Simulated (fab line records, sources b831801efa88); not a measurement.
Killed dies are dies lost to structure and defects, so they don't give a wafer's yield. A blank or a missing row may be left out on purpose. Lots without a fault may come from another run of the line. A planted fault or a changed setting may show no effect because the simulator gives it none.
fab line records | flow gf180mcu | part 1 of 2: steps 1 to 29 of 41
record lots=5 wafers=15 last_day=33
route steps=602 shown V4@480 MIM@503
lots that met no fault: from a run of the same line without faults
start_h: hours from the record's first day to the start of the lot's first wafer shown | wait_h: hours since the lot's step before | " the same as in the row above | L1.1+2: a row that stands for several wafers | - no value, or no start given | * or withheld: withheld | < > ~ a bound
route shown NAME@n: a module of which the file shows steps, and the number in the route of the first | usual: mean/standard deviation of fault-free wafers | same: alike in all rows | chamber/n: place in a boat | sites: the reading at each site | _std_site: their standard deviation | _edge_site: outer sites' mean less inner sites' | radius_mm: how far each site lies from the wafer's centre | mask NAME#n: copy n | behind: the tool/chamber that last shaped the wafer | hold: why the lot was held/for how many hours/how that ended | device: the transistor (n, p or np) that didn't switch | end of line: the same wafers' tests at the end of the route | a step without rows: its recipe alone | killed: dies lost to structure and defects at the first sort, not the wafer's yield | map: a wafer's dies, x killed, . not, _ none there
set.NAME: the setting as run; set.NAME@STEP: as run at that earlier step | model.NAME: the simulator's own value behind a step, which no gauge read
lots at some steps of the route; a table a step, a row a wafer
services: from which hour (start_h, from the record's first day; less than 0 if before it) a tool's chamber was out of use, for how many hours, and why
## steps
# step GF_V4_CMP_04
# recipe material=SiO2 down_force_psi=4 platen_rpm=60 pad_velocity_m_s=0.94248
# usual motor_current_A=10.9/1.5 time_to_endpoint_s=82/6.2
# columns lot.wafer tool chamber start_h wait_h motor_current_A time_to_endpoint_s
L076.4 cmp-02 0 561.98 0.0 8.5 94
L076.1 " 1 " " 12.3 83
L076.3 " 2 " " 10.0 74
L082.2 cmp-02 0 606.67 0.0 8.7 77
L082.3 " 2 " " 9.9 73
L082.5 " 0 " " 8.7 84
L084.4 cmp-02 3 623.99 0.0 13.1 83
L084.3 " 1 " " 12.8 84
L084.2 " 2 " " 9.4 76
L090.2 cmp-01 1 664.50 0.0 11.5 75
L090.1 " 2 " " 9.5 77
L090.3 " 0 " " 10.0 84
L094.1 cmp-01 0 693.21 0.1 10.9 77
L094.4 " 2 " " 9.2 76
L094.6 " 3 " " 11.9 81
# step GF_V4_BOW_MEAS_05
# recipe mode=bow
# usual V4_BOW=137/7.4
# columns lot.wafer tool chamber start_h wait_h V4_BOW[um]
L076.1 film_metro-03 - 562.28 0.2 133
L076.3 " - " " 132
L076.4 " - " " 133
L082.2 film_metro-03 - 606.99 0.3 132
L082.3 " - " " 144
L082.5 " - " " 149
L084.2 film_metro-03 - 624.31 0.1 138
L084.3 " - " " 140
L084.4 " - " " 132
L090.1 film_metro-01 - 664.91 0.3 129
L090.2 " - " " 140
L090.3 " - " " 129
L094.1 film_metro-03 - 693.46 0.2 138
L094.4 " - " " 138
L094.6 " - " " 134
# step GF_V4_DEHYDRATE_06
# recipe temp_c=200 time_s=60
# columns lot.wafer tool chamber start_h wait_h
L076.1+3+4 litho_track-04 0 572.56 10.3
L082.2+3+5 litho_track-04 0 616.78 9.8
L084.2+3+4 litho_track-01 0 633.55 9.2
L090.1+2+3 litho_track-04 0 674.31 9.4
L094.1+4+6 litho_track-01 0 702.08 8.6
# step GF_V4_HMDS_07
# recipe prime_time_s=60 prime_temp_c=120
# columns lot.wafer tool chamber start_h wait_h
L076.1+3+4 litho_track-04 0 572.71 0.1
L082.2+3+5 litho_track-04 0 616.93 0.1
L084.2+3+4 litho_track-01 0 633.70 0.1
L090.1+2+3 litho_track-04 0 674.46 0.1
L094.1+4+6 litho_track-01 0 702.23 0.1
# step GF_V4_COAT_08
# recipe resist=BARC temp_c=withheld time_s=withheld spin_rpm=withheld resist_thk_nm=withheld
# columns lot.wafer tool chamber start_h wait_h
L076.1+3+4 litho_track-04 0 572.86 0.1
L082.2+3+5 litho_track-04 0 617.08 0.1
L084.2+3+4 litho_track-01 0 633.85 0.1
L090.1+2+3 litho_track-04 0 674.61 0.1
L094.1+4+6 litho_track-01 0 702.38 0.1
# step GF_V4_COAT_09
# recipe resist=KrF spin_rpm=withheld resist_thk_nm=1000
# columns lot.wafer tool chamber start_h wait_h
L076.1+3+4 litho_track-04 0 - -
L082.2+3+5 litho_track-04 0 - -
L084.2+3+4 litho_track-01 0 - -
L090.1+2+3 litho_track-04 0 - -
L094.1+4+6 litho_track-01 0 - -
# step GF_V4_SOFTBAKE_10
# recipe temp_c=130 time_s=60 resist=KrF
# columns lot.wafer tool chamber start_h wait_h
L076.1+3+4 litho_track-04 0 - -
L082.2+3+5 litho_track-04 0 - -
L084.2+3+4 litho_track-01 0 - -
L090.1+2+3 litho_track-04 0 - -
L094.1+4+6 litho_track-01 0 - -
# step GF_V4_EXPOSE_11
# recipe mask_id=Via4 target_cd_nm=260 na=0.68 source_shape=conventional sigma_outer=0.6 dose_mj=38
# usual focus_offset_nm=0.1/0.55
# columns lot.wafer tool chamber start_h wait_h mask focus_offset_nm
L076.1 krf_scanner-02 0 - - Via4#0 0.2
L076.3 " 0 " " Via4#0 -0.1
L076.4 " 0 " " Via4#0 0.0
L082.2 krf_scanner-02 0 - - Via4#0 0.5
L082.3 " 0 " " Via4#0 -0.1
L082.5 " 0 " " Via4#0 0.3
L084.2 krf_scanner-01 0 - - Via4#0 0.1
L084.3 " 0 " " Via4#0 -0.6
L084.4 " 0 " " Via4#0 -0.1
L090.1 krf_scanner-01 0 - - Via4#0 0.0
L090.2 " 0 " " Via4#0 0.4
L090.3 " 0 " " Via4#0 -0.3
L094.1 krf_scanner-02 0 - - Via4#0 0.2
L094.4 " 0 " " Via4#0 0.6
L094.6 " 0 " " Via4#0 0.4
# step GF_V4_PEB_12
# recipe peb_temp_c=134 peb_time_s=90 resist=KrF
# columns lot.wafer tool chamber start_h wait_h
L076.1+3+4 litho_track-01 0 - -
L082.2+3+5 litho_track-04 0 - -
L084.2+3+4 litho_track-01 0 - -
L090.1+2+3 litho_track-04 0 - -
L094.1+4+6 litho_track-01 0 - -
# step GF_V4_DEVELOP_13
# recipe develop_time_s=60 resist=KrF dev_temp_c=21
# columns lot.wafer tool chamber start_h wait_h
L076.1+3+4 litho_track-01 0 583.73 0.2
L082.2+3+5 litho_track-04 0 627.73 0.2
L084.2+3+4 litho_track-01 0 644.00 0.2
L090.1+2+3 litho_track-04 0 684.86 0.2
L094.1+4+6 litho_track-01 0 711.63 0.2
# step GF_V4_CD_MEAS_14
# recipe target_cd_nm=260
# usual cd_nm=260.6/1.3
# columns lot.wafer tool chamber start_h wait_h cd_nm
L076.1 cd_sem-02 - 583.88 0.1 261.3
L076.3 " - " " 261.5
L076.4 " - " " 261.5
L082.2 cd_sem-01 - 627.88 0.1 262.3
L082.3 " - " " 262.7
L082.5 " - " " 261.6
L084.2 cd_sem-02 - 644.15 0.1 259.1
L084.3 " - " " 258.7
L084.4 " - " " 259.4
L090.1 cd_sem-02 - 685.01 0.1 258.9
L090.2 " - " " 258.4
L090.3 " - " " 259.4
L094.1 cd_sem-02 - 711.78 0.1 260.0
L094.4 " - " " 261.4
L094.6 " - " " 260.3
# step GF_V4_OVL_MEAS_15
# usual V4_OVL=1/5.8
# columns lot.wafer tool chamber start_h wait_h V4_OVL[nm]
L076.1 overlay-01 - 584.00 0.1 3
L076.3 " - " " -5
L076.4 " - " " -1
L082.2 overlay-02 - 627.98 0.1 2
L082.3 " - " " 0
L082.5 " - " " 8
L084.2 overlay-01 - 644.25 0.1 -1
L084.3 " - " " -2
L084.4 " - " " 1
L090.1 overlay-02 - 685.13 0.1 4
L090.2 " - " " 2
L090.3 " - " " -1
L094.1 overlay-02 - 711.90 0.1 13
L094.4 " - " " 16
L094.6 " - " " 5
# step GF_V4_ETCH_16
# recipe chemistry=N2/H2 target_depth_a=withheld overetch_a=withheld time_s=withheld target=BARC ion_energy_ev=200 source_w=500 bias_w=100 pressure_mtorr=30 n2_flow_sccm=100 h2_flow_sccm=200
# usual drypump_motor_current_A=5.6/0.4 oes_product_au=0.855/0.0049 throttle_valve_pct=13.225/0.0089
# columns lot.wafer tool chamber start_h wait_h drypump_motor_current_A oes_product_au throttle_valve_pct
L076.1 rie_diel-02 3 584.03 0.0 6.0 0.860 13.220
L076.3 " 1 " " 4.9 0.863 13.224
L076.4 " 2 " " 4.9 0.848 13.219
L082.2 rie_diel-04 0 628.01 0.0 5.5 0.847 13.222
L082.3 " 1 " " 5.7 0.855 13.212
L082.5 " 2 " " 5.5 0.855 13.222
L084.2 rie_diel-02 0 644.28 0.0 6.1 0.856 13.221
L084.3 " 1 " " 4.8 0.857 13.223
L084.4 " 3 " " 6.0 0.853 13.225
L090.1 rie_diel-02 3 685.16 0.0 6.0 0.852 13.229
L090.2 " 2 " " 4.9 0.851 13.216
L090.3 " 0 " " 6.1 0.857 13.221
L094.1 rie_diel-04 3 711.93 0.0 5.3 0.859 13.213
L094.4 " 0 " " 5.5 0.859 13.234
L094.6 " 2 " " 5.5 0.855 13.234
# step GF_V4_ETCH_17
# recipe chemistry=C4F8/O2/Ar mask_material=KrF target=SiO2 stop_on=TiN source_w=1500 bias_w=1200 pressure_mtorr=40 c4f8_flow_sccm=withheld O2_flow_sccm=6 Ar_flow_sccm=300 time_s=withheld target_depth_a=6300
# usual oes_product_au=0.856/0.0046
# columns lot.wafer tool chamber start_h wait_h oes_product_au
L076.1 rie_diel-02 3 - - 0.856
L076.3 " 1 " " 0.851
L076.4 " 2 " " 0.853
L082.2 rie_diel-04 0 - - 0.857
L082.3 " 1 " " 0.855
L082.5 " 2 " " 0.855
L084.2 rie_diel-02 0 - - 0.862
L084.3 " 1 " " 0.861
L084.4 " 3 " " 0.856
L090.1 rie_diel-02 3 - - 0.854
L090.2 " 2 " " 0.858
L090.3 " 0 " " 0.856
L094.1 rie_diel-04 3 - - 0.860
L094.4 " 0 " " 0.845
L094.6 " 2 " " 0.852
# step GF_V4_STRIP_18
# recipe chemistry=O2/N2 power_w=1400 pressure_mtorr=1500 platen_temp_c=250 o2_flow_sccm=3000 n2_flow_sccm=300 overash_fraction=0.5
# usual drypump_motor_current_A=5.8/0.36 heater_power_w=366/28 oes_product_au=0.593/0.0049 platen_temp_c=250.02/0.18
# columns lot.wafer tool chamber start_h wait_h drypump_motor_current_A heater_power_w oes_product_au platen_temp_c rf_hours_counter_h
L076.1 plasma_asher-04 0 584.16 - 5.5 369 0.582 249.93 98
L076.3 " 0 " " 5.5 367 0.591 249.99 -
L076.4 " 1 " " 5.5 375 0.591 250.14 -
L082.2 plasma_asher-02 0 628.14 - 5.8 397 0.588 249.97 45
L082.3 " 0 " " 5.8 395 0.590 250.07 -
L082.5 " 0 " " 5.8 390 0.591 249.86 -
L084.2 plasma_asher-02 1 644.41 - 6.0 385 0.587 249.69 47
L084.3 " 0 " " 5.8 391 0.592 250.02 -
L084.4 " 1 " " 5.9 384 0.589 249.88 -
L090.1 plasma_asher-01 1 685.29 - 6.3 321 0.591 249.99 98
L090.2 " 0 " " 5.2 338 0.606 249.96 98
L090.3 " 0 " " 5.2 333 0.586 249.91 -
L094.1 plasma_asher-02 1 712.06 - 5.9 385 0.596 249.51 54
L094.4 " 1 " " 5.9 389 0.588 249.50 -
L094.6 " 1 " " 6.0 374 0.590 249.70 -
# step GF_V4_STRIP_19
# recipe chemistry=post_etch_residue_remover time_s=1200 temp_c=72.5
# columns lot.wafer tool chamber start_h wait_h
L076.1+3+4 wet_bench-02 3 584.26 0.1
L082.2+3+5 wet_bench-02 3 628.24 0.1
L084.2+3+4 wet_bench-02 1 644.51 0.1
L090.1+2+3 wet_bench-04 0 685.39 0.1
L094.1+4+6 wet_bench-02 0 712.18 0.1
# step GF_V4_CLEAN_20
# recipe chemistry=DIW dry=n2_spin
# columns lot.wafer tool chamber start_h wait_h
L076.1+3+4 wet_bench-01 2 584.61 0.0
L082.2+3+5 wet_bench-01 1 628.59 0.0
L084.2+3+4 wet_bench-04 1 644.89 0.0
L090.1+2+3 wet_bench-02 3 685.73 0.0
L094.1+4+6 wet_bench-04 2 712.52 0.0
# step GF_V4_SPUTTER_21
# recipe material=Ti target_thk_nm=15 chamber_pressure_pa=5 power_w=2500 substrate_temp_c=200 time_s=80.02
# usual throttle_valve_pct=30.0/1.1
# columns lot.wafer tool chamber start_h wait_h throttle_valve_pct
L076.1 pvd_sputter-04 - 584.70 0.0 31.9
L076.3 " - " " 30.0
L076.4 " - " " 29.3
L082.2 pvd_sputter-02 - 628.68 0.0 28.8
L082.3 " - " " 30.6
L082.5 " - " " 29.9
L084.2 pvd_sputter-04 - 644.99 0.0 28.6
L084.3 " - " " 32.0
L084.4 " - " " 29.5
L090.1 pvd_sputter-04 - 685.83 0.0 32.5
L090.2 " - " " 28.7
L090.3 " - " " 29.6
L094.1 pvd_sputter-04 - 712.61 0.0 29.7
L094.4 " - " " 32.0
L094.6 " - " " 31.9
# step GF_V4_SPUTTER_22
# recipe material=TiN target_thk_nm=10 chamber_pressure_pa=5 power_w=4000 time_s=40
# usual throttle_valve_pct=30.0/1.1
# columns lot.wafer tool chamber start_h wait_h throttle_valve_pct
L076.1 pvd_sputter-04 - 584.76 0.0 32.1
L076.3 " - " " 30.1
L076.4 " - " " 29.5
L082.2 pvd_sputter-02 - 628.74 0.0 28.8
L082.3 " - " " 30.6
L082.5 " - " " 29.8
L084.2 pvd_sputter-04 - 645.05 0.0 28.5
L084.3 " - " " 32.1
L084.4 " - " " 29.5
L090.1 pvd_sputter-04 - 685.89 0.0 32.0
L090.2 " - " " 28.8
L090.3 " - " " 29.3
L094.1 pvd_sputter-04 - 712.68 0.0 29.8
L094.4 " - " " 32.1
L094.6 " - " " 32.3
# step GF_V4_CVD_23
# recipe material=W target_thk_nm=350 time_s=104.9 temp_c=400 pressure_torr=40
# usual heater_power_w=827/74
# columns lot.wafer tool chamber start_h wait_h heater_power_w
L076.1 cvd_w-02 1 584.80 0.0 762
L076.3 " 0 " " 786
L076.4 " 1 " " 771
L082.2 cvd_w-02 0 628.78 0.0 789
L082.3 " 1 " " 776
L082.5 " 0 " " 806
L084.2 cvd_w-02 1 645.09 0.0 775
L084.3 " 1 " " 800
L084.4 " 0 " " 804
L090.1 cvd_w-01 1 685.93 0.0 846
L090.2 " 0 " " 1013
L090.3 " 1 " " 828
L094.1 cvd_w-02 1 712.71 0.0 789
L094.4 " 1 " " 795
L094.6 " 1 " " 790
# step GF_V4_RS_MEAS_24
# recipe thk_meas_gauge=four-point-probe reads=W_of_V4_CVD_23+TiN_of_V4_SPUTTER_22+Ti_of_V4_SPUTTER_21
# usual V4_W_RS=0.324/0.0059
# columns lot.wafer tool chamber start_h wait_h V4_W_RS[ohm/sq]
L076.1 film_metro-03 - 584.91 0.1 0.319
L076.3 " - " " 0.330
L076.4 " - " " 0.316
L082.2 film_metro-04 - 628.91 0.1 0.331
L082.3 " - " " 0.321
L082.5 " - " " 0.333
L084.2 film_metro-04 - 645.22 0.1 0.316
L084.3 " - " " 0.322
L084.4 " - " " 0.325
L090.1 film_metro-03 - 686.04 0.1 0.326
L090.2 " - " " 0.324
L090.3 " - " " 0.330
L094.1 film_metro-01 - 712.83 0.1 0.312
L094.4 " - " " 0.314
L094.6 " - " " 0.312
# step GF_V4_THK_MEAS_25
# recipe thk_meas_gauge=xrf reads=W_of_V4_CVD_23
# usual V4_W_THK=345/6.5
# columns lot.wafer tool chamber start_h wait_h V4_W_THK[nm]
L076.1 film_metro-03 - 585.03 0.1 352
L076.3 " - " " 338
L076.4 " - " " 354
L082.2 film_metro-04 - 629.02 0.1 336
L082.3 " - " " 347
L082.5 " - " " 334
L084.2 film_metro-04 - 645.33 0.1 352
L084.3 " - " " 344
L084.4 " - " " 343
L090.1 film_metro-03 - 686.16 0.1 338
L090.2 " - " " 340
L090.3 " - " " 335
L094.1 film_metro-01 - 712.95 0.1 363
L094.4 " - " " 357
L094.6 " - " " 360
# step GF_V4_CMP_26
# recipe stop_on=SiO2 down_force_psi=3.5 platen_rpm=60 t_overpolish_s=15 target_thk_nm=0 pad_velocity_m_s=0.94248
# usual motor_current_A=10.0/1.4 overpolish_run_s=14.999/0.009 time_to_endpoint_s=87/4.6
# columns lot.wafer tool chamber start_h wait_h motor_current_A overpolish_run_s time_to_endpoint_s
L076.3 cmp-02 3 585.09 0.0 12.5 14.993 82
L076.4 " 0 " " 7.6 15.010 91
L076.1 " 1 " " 11.6 15.002 91
L082.3 cmp-02 2 629.07 0.0 9.4 14.984 85
L082.2 " 0 " " 7.6 14.999 85
L082.5 " 3 " " 11.5 15.000 84
L084.3 cmp-01 0 645.43 0.1 9.3 15.013 91
L084.2 " 1 " " 11.0 14.986 88
L084.4 " 2 " " 8.6 14.998 89
L090.2 cmp-01 0 686.27 0.1 9.5 14.999 90
L090.3 " 1 " " 10.5 14.984 80
L090.1 " 2 " " 8.5 14.984 88
L094.1 cmp-02 1 713.06 0.1 12.2 15.001 93
L094.4 " 3 " " 11.7 14.994 87
L094.6 " 1 " " 11.8 14.988 90
# step GF_MIM_SPUTTER_00
# recipe material=Ti target_thk_nm=37.5 arriving_ion_energy_ev=80 substrate_temp_c=200 chamber_pressure_pa=2 power_w=4000 time_s=150
# usual throttle_valve_pct=29.9/0.86
# columns lot.wafer tool chamber start_h wait_h throttle_valve_pct
L076.1 pvd_sputter-02 - 585.39 0.1 29.9
L076.3 " - " " 28.8
L076.4 " - " " 30.5
L082.2 pvd_sputter-04 - 629.37 0.1 28.6
L082.3 " - " " 29.4
L082.5 " - " " 28.7
L084.2 pvd_sputter-02 - 645.68 0.1 30.3
L084.3 " - " " 29.8
L084.4 " - " " 30.6
L090.1 pvd_sputter-03 - 686.52 0.1 30.6
L090.2 " - " " 28.8
L090.3 " - " " 29.6
L094.1 pvd_sputter-02 - 713.31 0.2 30.8
L094.4 " - " " 29.0
L094.6 " - " " 29.9
# step GF_MIM_SPUTTER_01
# recipe material=TiN target_thk_nm=30 power_w=6500 time_s=25 chamber_pressure_pa=0.4
# usual throttle_valve_pct=29.9/0.87
# columns lot.wafer tool chamber start_h wait_h throttle_valve_pct
L076.1 pvd_sputter-02 - 585.49 0.1 29.9
L076.3 " - " " 29.2
L076.4 " - " " 30.6
L082.2 pvd_sputter-04 - 629.47 0.1 28.7
L082.3 " - " " 29.5
L082.5 " - " " 28.6
L084.2 pvd_sputter-02 - 645.78 0.1 30.3
L084.3 " - " " 29.8
L084.4 " - " " 30.6
L090.1 pvd_sputter-03 - 686.62 0.1 30.3
L090.2 " - " " 29.0
L090.3 " - " " 29.6
L094.1 pvd_sputter-02 - 713.41 0.1 30.6
L094.4 " - " " 28.8
L094.6 " - " " 30.0
# step GF_MIM_SPUTTER_02
# recipe material=AlCu target_thk_nm=450 power_w=10600 time_s=23.9 chamber_pressure_pa=0.4
# usual throttle_valve_pct=29.9/0.87
# columns lot.wafer tool chamber start_h wait_h throttle_valve_pct
L076.1 pvd_sputter-02 - 585.52 0.0 29.8
L076.3 " - " " 28.7
L076.4 " - " " 30.4
L082.2 pvd_sputter-04 - 629.50 0.0 28.6
L082.3 " - " " 29.4
L082.5 " - " " 28.5
L084.2 pvd_sputter-02 - 645.81 0.0 30.5
L084.3 " - " " 30.0
L084.4 " - " " 30.5
L090.1 pvd_sputter-03 - 686.65 0.0 30.6
L090.2 " - " " 28.7
L090.3 " - " " 29.2
L094.1 pvd_sputter-02 - 713.44 0.0 30.4
L094.4 " - " " 28.9
L094.6 " - " " 29.8
# step GF_MIM_SPUTTER_03
# recipe material=Ti target_thk_nm=10 substrate_temp_c=300 chamber_pressure_pa=0.3 power_w=3000 time_s=6.7
# usual throttle_valve_pct=29.9/0.84
# columns lot.wafer tool chamber start_h wait_h throttle_valve_pct
L076.1 pvd_sputter-02 - 585.55 0.0 29.7
L076.3 " - " " 28.8
L076.4 " - " " 30.2
L082.2 pvd_sputter-04 - 629.53 0.0 28.9
L082.3 " - " " 29.5
L082.5 " - " " 28.9
L084.2 pvd_sputter-02 - 645.84 0.0 30.5
L084.3 " - " " 29.8
L084.4 " - " " 30.3
L090.1 pvd_sputter-03 - 686.68 0.0 30.6
L090.2 " - " " 28.5
L090.3 " - " " 29.3
L094.1 pvd_sputter-02 - 713.47 0.0 30.4
L094.4 " - " " 28.8
L094.6 " - " " 30.0
# step GF_MIM_SPUTTER_04
# recipe material=TiN target_thk_nm=50 power_w=6500 time_s=41.7 chamber_pressure_pa=0.4
# usual throttle_valve_pct=29.9/0.86
# columns lot.wafer tool chamber start_h wait_h throttle_valve_pct
L076.1 pvd_sputter-02 - 585.57 0.0 30.1
L076.3 " - " " 28.8
L076.4 " - " " 30.7
L082.2 pvd_sputter-04 - 629.55 0.0 29.0
L082.3 " - " " 29.7
L082.5 " - " " 28.9
L084.2 pvd_sputter-02 - 645.86 0.0 30.5
L084.3 " - " " 29.6
L084.4 " - " " 30.6
L090.1 pvd_sputter-03 - 686.70 0.0 30.4
L090.2 " - " " 29.0
L090.3 " - " " 29.3
L094.1 pvd_sputter-02 - 713.49 0.0 30.3
L094.4 " - " " 28.9
L094.6 " - " " 29.8
# step GF_MIM_CVD_05
# recipe material=Si3N4 target_thk_nm=42 temp_max_c=400 temp_c=385 time_s=29.086 rf_w=450
# usual heater_power_w=617/65
# columns lot.wafer tool chamber start_h wait_h heater_power_w
L076.1 pecvd-01 2 585.61 0.0 646
L076.3 " 0 " " 644
L076.4 " 0 " " 641
L082.2 pecvd-04 2 629.59 0.0 689
L082.3 " 1 " " 565
L082.5 " 0 " " 551
L084.2 pecvd-03 1 645.90 0.0 736
L084.3 " 2 " " 711
L084.4 " 1 " " 733
L090.1 pecvd-04 0 686.74 0.0 552
L090.2 " 1 " " 656
L090.3 " 2 " " 662
L094.1 pecvd-01 2 713.53 0.0 708
L094.4 " 0 " " 582
L094.6 " 2 " " 684
